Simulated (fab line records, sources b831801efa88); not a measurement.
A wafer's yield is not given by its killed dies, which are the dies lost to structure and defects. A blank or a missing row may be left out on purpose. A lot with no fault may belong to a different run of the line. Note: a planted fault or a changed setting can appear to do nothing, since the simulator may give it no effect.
Which tool did it? | flow sky130 | Sampling: 14 lots, 42 wafers, 2 of 708 route steps

== WHAT THE GAUGES READ, wafer by wafer ==
The record lacks any reading of a measuring or inspecting step that a usual standard deviation could be used to judge.

== WHAT TOOL EACH LOT RAN ON (gives the tool, then ch and the chambers of the sampled wafers, and finally the start) ==
lot  | SKY_VIA2_CMP_24               | SKY_PAD_OPEN_PROBE_99
L794 | cmp-01 ch 0,1,3, day 36 00:10 | -
L795 | cmp-02 ch 0,1,3, day 36 13:52 | -
L798 | cmp-02 ch 0,3, day 37 16:20   | prober-02, day 46 19:53
L797 | cmp-02 ch 0,2,3, day 37 19:40 | prober-01, day 46 21:01
L799 | cmp-02 ch 1,2,3, day 37 20:51 | prober-02, day 46 22:13
L809 | cmp-01 ch 1,2, day 40 18:42   | -
L810 | cmp-02 ch 0,1,3, day 41 03:49 | prober-01, day 49 11:10
L811 | cmp-02 ch 1,2, day 41 10:06   | -
L812 | cmp-01 ch 1,2,3, day 41 10:38 | -
L813 | cmp-02 ch 0,1,2, day 42 03:13 | prober-02, day 50 05:10
L814 | cmp-02 ch 0,3, day 42 10:54   | -
L815 | cmp-02 ch 0,2,3, day 42 21:11 | -
L816 | cmp-01 ch 0,1,2, day 43 04:52 | -
L817 | cmp-01 ch 0,1,3, day 43 16:15 | -
- SKY_VIA2_CMP_24: polishes, stops on SiO2, t overpolish 20 s, target thk 0 nm.
- SKY_PAD_OPEN_PROBE_99

== AS READ BY THE TOOLS THEMSELVES (means over the sampled wafers that have a number; for cases with no such wafer, the mark the record gives instead) ==
SKY_VIA2_CMP_24. Usual: motor_current_A 10.6 A, standard deviation 1; overpolish_run_s 20.000 s, standard deviation 0.0088; time_to_endpoint_s 99 s, standard deviation 4.6.
lot  | tool   | motor_current_A (A) | overpolish_run_s (s) | time_to_endpoint_s (s) | flag
L794 | cmp-01 | 10.7                | 20.004               | 102                    |
L795 | cmp-02 | 10.6                | 19.995               | 99                     |
L798 | cmp-02 | 11.2                | 19.999               | 97                     |
L797 | cmp-02 | 11.6                | 0.042                | 158                    | OFF
L799 | cmp-02 | 10.6                | 0.040                | 158                    | OFF
L809 | cmp-01 | 11.3                | 20.000               | 100                    |
L810 | cmp-02 | 10.7                | 19.993               | 93                     |
L811 | cmp-02 | 9.7                 | 19.993               | 98                     |
L812 | cmp-01 | 10.7                | 20.001               | 101                    |
L813 | cmp-02 | 9.8                 | 19.994               | 100                    |
L814 | cmp-02 | 11.7                | 20.001               | 102                    |
L815 | cmp-02 | 11.0                | 19.997               | 102                    |
L816 | cmp-01 | 11.0                | 20.009               | 98                     |
L817 | cmp-01 | 10.5                | 20.009               | 101                    |

SKY_PAD_OPEN_PROBE_99. Usual: defect_limited_yield 82.4 %, standard deviation 1.9; killed_at_M0_to_M3 44, standard deviation 7.2; killed_at_M4_up 3.4, standard deviation 2.1; killed_at_contacts 24, standard deviation 5.5; killed_at_front_end 15, standard deviation 4.6; killed_at_other 0.4, standard deviation 0.64; killed_dies 86, standard deviation 9.1; killed_on_rim 17, standard deviation 3.8; killed_open 47, standard deviation 7.5; killed_short 39, standard deviation 5.8; sort_bin_3_pad_short 0.9 %, standard deviation 0.41; sort_bin_5_function 10.4 %, standard deviation 1.5; sort_bin_6_memory 6.3 %, standard deviation 1.2; sort_n_pass 406, standard deviation 9.1; sort_yield_pct 82.4 %, standard deviation 1.9.
lot  | tool      | defect_limited_yield (%) | killed_at_M0_to_M3 | killed_at_M4_up | killed_at_contacts | killed_at_front_end | killed_at_other | killed_dies | killed_on_rim | killed_open | killed_short | sort_bin_3_pad_short (%) | sort_bin_5_function (%) | sort_bin_6_memory (%) | sort_n_pass | sort_yield_pct (%) | flag
L798 | prober-02 | 81.5                     | 48                 | 2.3             | 21                 | 20                  | 0.0             | 91          | 18            | 46          | 44           | 0.8                      | 10.2                    | 7.5                   | 401         | 81.5               |
L797 | prober-01 | 0.0                      | 446                | 5.0             | 27                 | 14                  | 0.3             | 492         | 96            | 43          | 38           | 84.7                     | 8.6                     | 6.7                   | 0           | 0.0                | OFF
L799 | prober-02 | 0.0                      | 448                | 1.7             | 28                 | 14                  | 0.3             | 492         | 96            | 49          | 41           | 83.0                     | 10.9                    | 6.2                   | 0           | 0.0                | OFF
L810 | prober-01 | 83.5                     | 47                 | 4.0             | 18                 | 12                  | 0.3             | 81          | 17            | 43          | 38           | 0.8                      | 10.1                    | 5.6                   | 411         | 83.5               |
L813 | prober-02 | 84.7                     | 41                 | 3.0             | 19                 | 12                  | 0.3             | 75          | 15            | 40          | 34           | 0.5                      | 9.1                     | 5.7                   | 417         | 84.7               |

== THE ANSWER, worked out from the rows above alone ==
Rule: a lot is off if the mean of its wafers that have a number lies more than 3 standard deviations from the usual mean. Also off: a lot with no number at a reading for which 4 or more lots have one. The other lots that the step has rows for count as sound. Order of review: gauges by route order, followed by the tools' own readings, for which a lot's mean as printed above is used. At the first step where some lot is off, the reading lying furthest off is the one used; lots without a number count as furthest.
Off at SKY_VIA2_CMP_24 (overpolish_run_s): L797, L799.
A tool fits if, at that step or a process step before it, it ran every lot that is off, and no sound lot after the first of them. None of those tried fits.

== WHAT HAD BEEN PUT IN BY THE SIMULATOR ==
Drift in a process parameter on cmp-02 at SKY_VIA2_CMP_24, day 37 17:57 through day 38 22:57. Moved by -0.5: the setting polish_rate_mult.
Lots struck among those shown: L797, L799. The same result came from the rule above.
